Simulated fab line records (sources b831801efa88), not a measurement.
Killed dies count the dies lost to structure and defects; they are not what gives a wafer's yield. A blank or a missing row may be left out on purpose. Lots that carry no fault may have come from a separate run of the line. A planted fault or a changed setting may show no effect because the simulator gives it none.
Chamber matching :: flow sky130 :: cmp-01 running SKY_VIA4_CMP_21: 4 sister chambers
The step polishes, stops on SiO2, t overpolish 25 s, target thk 0 nm. 8 wafers are shown with their chamber, then 7 later ones without.

WAFERS PAIRED WITH THEIR CHAMBERS
wafer: L592.3
chamber: 2
motor-current-A (A): 9.3
time-to-endpoint-s (s): 119

wafer: L594.4
chamber: 0
motor-current-A (A): 11.3
time-to-endpoint-s (s): 118

wafer: L601.5
chamber: 1
motor-current-A (A): 9.4
time-to-endpoint-s (s): 120

wafer: L605.1
chamber: 3
motor-current-A (A): 10.8
time-to-endpoint-s (s): 115

wafer: L605.3
chamber: 1
motor-current-A (A): 8.4
time-to-endpoint-s (s): 124

wafer: L605.6
chamber: 3
motor-current-A (A): 10.4
time-to-endpoint-s (s): 121

wafer: L613.2
chamber: 2
motor-current-A (A): 9.5
time-to-endpoint-s (s): 123

wafer: L613.4
chamber: 0
motor-current-A (A): 11.1
time-to-endpoint-s (s): 122

WAFERS WITH NO CHAMBER GIVEN
wafer: L613.5
motor-current-A (A): 9.6
time-to-endpoint-s (s): 121

wafer: L612.1
motor-current-A (A): 9.1
time-to-endpoint-s (s): 127

wafer: L612.4
motor-current-A (A): 11.1
time-to-endpoint-s (s): 118

wafer: L612.5
motor-current-A (A): 11.2
time-to-endpoint-s (s): 116

wafer: L615.3
motor-current-A (A): 11.6
time-to-endpoint-s (s): 120

wafer: L615.4
motor-current-A (A): 10.7
time-to-endpoint-s (s): 123

wafer: L615.6
motor-current-A (A): 10.7
time-to-endpoint-s (s): 120

WHICH CHAMBER EACH ONE RAN IN
wafer: L613.5
from the rows above: can't be placed: 2 or 1
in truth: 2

wafer: L612.1
from the rows above: can't be placed: 1 or 2
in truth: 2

wafer: L612.4
from the rows above: can't be placed: 0 or 3
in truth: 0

wafer: L612.5
from the rows above: can't be placed: 0 or 3
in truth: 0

wafer: L615.3
from the rows above: can't be placed: 0 or 3
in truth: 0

wafer: L615.4
from the rows above: can't be placed: 3 or 0 or 2
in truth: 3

wafer: L615.6
from the rows above: can't be placed: 3 or 0
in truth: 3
Correctly placed: 0 of 7. Unplaceable from these rows: 7, with the true chamber sitting among the candidates in 7. Placed wrongly: 0.
How it was worked out, from the rows above alone: a wafer's distance from a chamber is the root of the sum, over the readings, of the square of ((its reading less the chamber's mean) divided by the reading's scatter). If the next closest chamber is less than 2 further off than the closest, the wafer can't be placed; otherwise it belongs to the closest. The mean given for a chamber averages the wafers shown for that chamber. The scatter is the square root of a quotient: the sum, over the shown wafers, of each reading's squared deviation from its chamber's mean, divided by wafers minus chambers.
